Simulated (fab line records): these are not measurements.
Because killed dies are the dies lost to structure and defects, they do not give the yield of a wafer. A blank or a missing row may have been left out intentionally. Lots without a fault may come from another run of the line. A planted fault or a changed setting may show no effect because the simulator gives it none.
Which tool did it? + flow gf180mcu + 39 wafers from 13 lots sampled at 5 of the route's 602 steps

WHAT THE GAUGES READ, wafer by wafer
GF_M4_OVL_MEAS_15.
| lot  | measured     | on         | M4_OVL (nm) |
|------|--------------|------------|-------------|
| L164 | day 23 18:35 | overlay-01 | -2 -4 -6    |
| L166 | day 24 02:26 | overlay-02 | 0 -6 -8     |
| L167 | day 24 09:17 | overlay-01 | -6 -5 -7    |
| L168 | day 25 00:23 | overlay-01 | -4 1 -6     |
| L169 | day 25 07:17 | overlay-01 | -4 6 4      |
| L172 | day 26 00:14 | overlay-02 | 1 -1 2      |
| L176 | day 27 08:44 | overlay-01 | -7 -2 -7    |
| L178 | day 28 07:41 | overlay-01 | -13 -8 3    |
| L179 | day 28 15:35 | overlay-02 | 8 2 3       |
| L180 | day 28 18:23 | overlay-02 | -11 -12 -13 |
| L182 | day 29 07:41 | overlay-01 | -1 -2 -4    |
| L185 | day 29 22:08 | overlay-01 | -4 -4 -8    |
| L184 | day 29 22:26 | overlay-02 | 7 1 -3      |

GF_V4_CD_MEAS_14: the cd target is 260 nm.
| lot  | measured     | on        | cd nm (nm)        |
|------|--------------|-----------|-------------------|
| L164 | day 24 18:17 | cd sem-02 | 258.9 257.5 257.9 |
| L166 | day 25 01:40 | cd sem-02 | 260.0 260.5 260.8 |
| L167 | day 25 08:26 | cd sem-02 | 259.8 259.5 259.1 |
| L168 | day 25 22:47 | cd sem-01 | 260.6 261.3 261.0 |
| L169 | day 26 05:40 | cd sem-01 | 260.6 260.2 260.6 |
| L172 | day 26 22:10 | cd sem-02 | 259.2 258.5 259.5 |
| L176 | day 28 05:41 | cd sem-02 | 261.1 259.9 260.0 |
| L178 | day 29 04:19 | cd sem-02 | 260.3 259.8 259.0 |
| L179 | day 29 12:37 | cd sem-01 | 259.8 258.8 259.0 |
| L180 | day 29 14:39 | cd sem-01 | 260.1 260.6 259.2 |
| L182 | day 30 03:49 | cd sem-02 | 259.6 258.8 259.0 |
| L185 | day 30 18:22 | cd sem-02 | 259.0 259.7 258.9 |
| L184 | day 30 18:22 | cd sem-01 | 261.7 260.2 260.7 |

GF_V4_RS_MEAS_24: a four-point-probe measurement.
| lot  | measured     | on            | V4_W_RS (ohm/sq)                          |
|------|--------------|---------------|-------------------------------------------|
| L164 | day 24 19:25 | film metro-04 | 0.329 0.327 0.329                         |
| L166 | day 25 02:50 | film metro-02 | 0.326 0.328 0.331                         |
| L167 | day 25 09:28 | film metro-02 | 0.326 0.322 0.329                         |
| L168 | day 25 23:49 | film metro-04 | 44.880 45.299 44.330 44.788 45.275 44.309 |
| L169 | day 26 06:41 | film metro-01 | 44.474 45.107 44.855 44.428 45.117 44.795 |
| L172 | day 26 23:14 | film metro-04 | 0.316 0.321 0.315                         |
| L176 | day 28 06:44 | film metro-01 | 0.330 0.328 0.328                         |
| L178 | day 29 05:20 | film metro-02 | 0.327 0.331 0.327                         |
| L179 | day 29 13:46 | film metro-02 | 0.331 0.325 0.330                         |
| L180 | day 29 15:50 | film metro-04 | 0.328 0.331 0.335                         |
| L182 | day 30 05:11 | film metro-02 | 0.333 0.324 0.320                         |
| L185 | day 30 19:25 | film metro-01 | 0.326 0.327 0.332                         |
| L184 | day 30 19:24 | film metro-04 | 0.320 0.320 0.329                         |

WHICH TOOL RAN EACH LOT (tool, then ch and the chambers of the sampled wafers, then the start)
| lot  | GF_V4_CVD_02                    | GF_V4_CVD_23                  |
|------|---------------------------------|-------------------------------|
| L164 | pecvd-03 ch 0,1,2, day 23 19:31 | cvd w-02 ch 0, day 24 19:13   |
| L166 | pecvd-03 ch 0,1,2, day 24 03:16 | cvd w-02 ch 0, day 25 02:37   |
| L167 | pecvd-03 ch 0,2, day 24 10:07   | cvd w-01 ch 0,1, day 25 09:20 |
| L168 | pecvd-04 ch 0,2, day 25 01:14   | cvd w-01 ch 0,1, day 25 23:40 |
| L169 | pecvd-03 ch 0,1,2, day 25 08:10 | cvd w-02 ch 0,1, day 26 06:35 |
| L172 | pecvd-01 ch 1,2, day 26 01:03   | cvd w-01 ch 0,1, day 26 23:05 |
| L176 | pecvd-03 ch 0,1,2, day 27 09:35 | cvd w-02 ch 0,1, day 28 06:37 |
| L178 | pecvd-03 ch 0,2, day 28 08:30   | cvd w-02 ch 0,1, day 29 05:14 |
| L179 | pecvd-01 ch 0,1, day 28 16:24   | cvd w-01 ch 0, day 29 13:32   |
| L180 | pecvd-03 ch 0,2, day 28 19:12   | cvd w-01 ch 0, day 29 15:37   |
| L182 | pecvd-01 ch 0,1, day 29 08:50   | cvd w-01 ch 0,1, day 30 05:04 |
| L185 | pecvd-03 ch 1,2, day 29 22:56   | cvd w-02 ch 0,1, day 30 19:17 |
| L184 | pecvd-01 ch 0,2, day 29 23:22   | cvd w-01 ch 0,1, day 30 19:17 |
- GF_V4_CVD_02: deposits SiO2 from TEOS, target thk 850 nm, time 94.851 s.
- GF_V4_CVD_23: deposits W, target thk 350 nm, time 104.9 s.

AS READ BY THE TOOLS THEMSELVES (means over the sampled wafers that have a number; for cases with no such wafer, the mark the record gives instead)
GF_V4_CVD_02.
| lot  | tool     | heater power outer w (W) | heater power w (W) | rf fwd power W (W) |
|------|----------|--------------------------|--------------------|--------------------|
| L164 | pecvd-03 | 332                      | 569                | 595.8              |
| L166 | pecvd-03 | 372                      | 632                | 596.7              |
| L167 | pecvd-03 | 334                      | 592                | 594.9              |
| L168 | pecvd-04 | 387                      | 636                | 593.5              |
| L169 | pecvd-03 | 348                      | 578                | 596.7              |
| L172 | pecvd-01 | 400                      | 703                | 597.5              |
| L176 | pecvd-03 | 368                      | 618                | 597.4              |
| L178 | pecvd-03 | 344                      | 592                | 599.1              |
| L179 | pecvd-01 | 358                      | 637                | 596.6              |
| L180 | pecvd-03 | 347                      | 587                | 596.6              |
| L182 | pecvd-01 | 382                      | 681                | 596.5              |
| L185 | pecvd-03 | 314                      | 561                | 596.5              |
| L184 | pecvd-01 | 394                      | 700                | 595.0              |

GF_V4_CVD_23.
| lot  | tool     | chamber pressure Torr (Torr) | heater power outer w (W) | heater power w (W) |
|------|----------|------------------------------|--------------------------|--------------------|
| L164 | cvd w-02 | 39.99                        | 613                      | 1055               |
| L166 | cvd w-02 | 39.99                        | 612                      | 1058               |
| L167 | cvd w-01 | 40.01                        | 569                      | 936                |
| L168 | cvd w-01 | -                            | -                        | -                  |
| L169 | cvd w-02 | -                            | -                        | -                  |
| L172 | cvd w-01 | 40.03                        | 589                      | 1000               |
| L176 | cvd w-02 | 40.06                        | 602                      | 1007               |
| L178 | cvd w-02 | 39.95                        | 588                      | 979                |
| L179 | cvd w-01 | 40.02                        | 546                      | 903                |
| L180 | cvd w-01 | 39.99                        | 541                      | 913                |
| L182 | cvd w-01 | 40.06                        | 584                      | 994                |
| L185 | cvd w-02 | 40.04                        | 603                      | 1022               |
| L184 | cvd w-01 | 39.94                        | 602                      | 989                |

THE ANSWER, worked out from the rows above alone
Rule: usual is defined by the lots themselves. Put in order of their means at a reading, lots are off if they are a third of the lots or fewer, leave a main group of 4 or more, and stand apart from it by a gap of 3 or more times the standard deviation of the main group's means; of several such gaps the widest counts. A main group whose means are all the same, to the digits that the tables above print for the reading, isn't used. A lot without any number at a reading at which 4 lots or more have one is off too. Any other lot the step has rows for is counted as sound. First the gauges in route order, then the tools' own readings, where a lot's mean is used as printed above. The first step at which some lot is off is used, and at that step the reading that is off furthest; a lot without a number counts as furthest.
Off: at GF_V4_RS_MEAS_24 (V4_W_RS), L168, L169. The main group: mean 0.327 ohm/sq, standard deviation 0.0036.
A tool fits if, at a process step before that reading, it ran every lot that is off, and no sound lot after the first of them. The gauges at GF_V4_RS_MEAS_24 aren't tried: what is off there is off at GF_V4_CVD_23 too, on other tools, and a gauge's error can't cause that. No candidate that was tried fits.

WHAT THE SIMULATOR HAD INSERTED
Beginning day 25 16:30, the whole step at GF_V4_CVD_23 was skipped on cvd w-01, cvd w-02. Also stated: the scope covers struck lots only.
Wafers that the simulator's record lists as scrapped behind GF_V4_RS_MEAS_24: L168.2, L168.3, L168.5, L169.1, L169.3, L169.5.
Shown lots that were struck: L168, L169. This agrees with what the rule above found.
